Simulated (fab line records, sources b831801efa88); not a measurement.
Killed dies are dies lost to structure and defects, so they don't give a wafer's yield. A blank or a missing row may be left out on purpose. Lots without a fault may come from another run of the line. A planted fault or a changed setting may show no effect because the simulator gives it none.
Chamber matching | flow sky130 | SKY_CONTACT_CVD_00 on pecvd-02: 3 sister chambers
The step deposits Si3N4, target thk 75 nm. 14 wafers are shown with their chamber, then 7 later ones without.

WAFERS WITH THEIR CHAMBER
wafer  | chamber | heater_power_w (W)
L622.2 | 1       | 804
L622.3 | 0       | 758
L622.4 | 1       | 816
L624.2 | 2       | 654
L624.5 | 0       | 786
L624.6 | 2       | 676
L633.3 | 1       | 681
L633.4 | 2       | 623
L633.6 | 0       | 705
L636.1 | 1       | 744
L636.5 | 1       | 769
L636.6 | 0       | 649
L637.2 | 2       | 754
L637.3 | 0       | 696

SIGNATURES (means of the wafers above)
reading        | chamber 0 | chamber 1 | chamber 2 | scatter within a chamber
heater_power_w | 718.80    | 762.80    | 676.75    | 54.5
Rule: a wafer's distance from a chamber is the root of the sum, over the readings, of the square of ((its reading less the chamber's mean) divided by the reading's scatter). The wafer belongs to the nearest chamber; if the next one is less than 2 further off, it can't be placed. The scatter: the root of (the sum of the squares of (reading less its chamber's mean) over the shown wafers, divided by (wafers less chambers)).

WAFERS WITHOUT THEIR CHAMBER
wafer  | heater_power_w (W)
L637.6 | 705
L639.2 | 765
L639.4 | 718
L639.5 | 794
L641.1 | 777
L641.3 | 759
L641.5 | 777

WHICH CHAMBER EACH WENT THROUGH
wafer  | from the rows above          | in truth
L637.6 | can't be placed: 0 or 2 or 1 | 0
L639.2 | can't be placed: 1 or 0 or 2 | 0
L639.4 | can't be placed: 0 or 2 or 1 | 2
L639.5 | can't be placed: 1 or 0 or 2 | 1
L641.1 | can't be placed: 1 or 0 or 2 | 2
L641.3 | can't be placed: 1 or 0 or 2 | 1
L641.5 | can't be placed: 1 or 0 or 2 | 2
Placed correctly: 0 of 7. Can't be placed from these rows: 7 (the true chamber is among the candidates in 7). Placed wrongly: 0.
